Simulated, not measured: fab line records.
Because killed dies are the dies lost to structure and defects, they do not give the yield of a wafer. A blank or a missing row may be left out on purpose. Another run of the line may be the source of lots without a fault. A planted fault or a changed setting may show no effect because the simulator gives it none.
Which tool did it? / flow gf180mcu / 6 lots, 18 wafers sampled, at 2 steps of a route of 602

WHAT THE GAUGES SHOWED, per wafer
GF_HV_LDD_THK_MEAS_57.
lot=L596; measured=day 12 21:02; on=film metro-04; HV_LDD_CVD_56_THK (nm)=89.7 89.0 88.9
lot=L597; measured=day 13 19:49; on=film metro-02; HV_LDD_CVD_56_THK (nm)=91.4 89.9 90.8
lot=L600; measured=day 14 14:28; on=film metro-01; HV_LDD_CVD_56_THK (nm)=90.8 91.4 90.8
lot=L606; measured=day 16 07:16; on=film metro-04; HV_LDD_CVD_56_THK (nm)=89.5 90.3 89.7
lot=L609; measured=day 17 07:05; on=film metro-04; HV_LDD_CVD_56_THK (nm)=96.3 96.6 96.2
lot=L612; measured=day 18 03:53; on=film metro-04; HV_LDD_CVD_56_THK (nm)=90.6 90.4 90.0

TOOL THAT RAN EACH LOT (tool first, then ch and the chambers of the sampled wafers, then the start)
lot=L596; GF_HV_LDD_CVD_56=lpcvd-02 ch 1, day 12 19:35
lot=L597; GF_HV_LDD_CVD_56=lpcvd-01 ch 1, day 13 18:22
lot=L600; GF_HV_LDD_CVD_56=lpcvd-01 ch 0, day 14 13:01
lot=L606; GF_HV_LDD_CVD_56=lpcvd-02 ch 1, day 16 05:50
lot=L609; GF_HV_LDD_CVD_56=lpcvd-02 ch 0, day 17 05:39
lot=L612; GF_HV_LDD_CVD_56=lpcvd-01 ch 0, day 18 02:27
- GF_HV_LDD_CVD_56: deposits Si3N4 from DCS/NH3, target thk 90 nm, time 1543 s.

THE ANSWER, worked out from the rows above alone
Rule: the lots themselves supply what counts as usual. The widest of any qualifying gaps counts: lots, ordered by their means at a reading, are off when they make up no more than a third of the lots, leave a main group of 4 or more, and stand apart from it by 3 or more times the standard deviation of that group's means. Not used: any main group whose means are identical at the precision the tables above print for the reading. A lot without any number at a reading at which 4 lots or more have one is off too. Where the step has rows for the other lots, those lots are counted as sound.
Off: at GF_HV_LDD_THK_MEAS_57 (HV_LDD_CVD_56_THK), L609. Mean 90.2 nm and standard deviation 0.64 in the main group.
If a tool, at a process step before that reading, ran all the lots that are off and no sound lot after the first of them, it fits. Gauges at GF_HV_LDD_THK_MEAS_57: tried the same way as those tools. One candidate fits, namely lpcvd-02 at GF_HV_LDD_CVD_56. Its last sound lot is L606 (day 16 05:50), its first lot that is off L609 (day 17 05:39): a fault that began between those two fits.

WHAT THE SIMULATOR HAD INSERTED
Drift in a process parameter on lpcvd-02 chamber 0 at GF_HV_LDD_CVD_56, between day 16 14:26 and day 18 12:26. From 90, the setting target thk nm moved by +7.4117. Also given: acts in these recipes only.
Shown lots that were struck: L609. The same result came from the rule above.
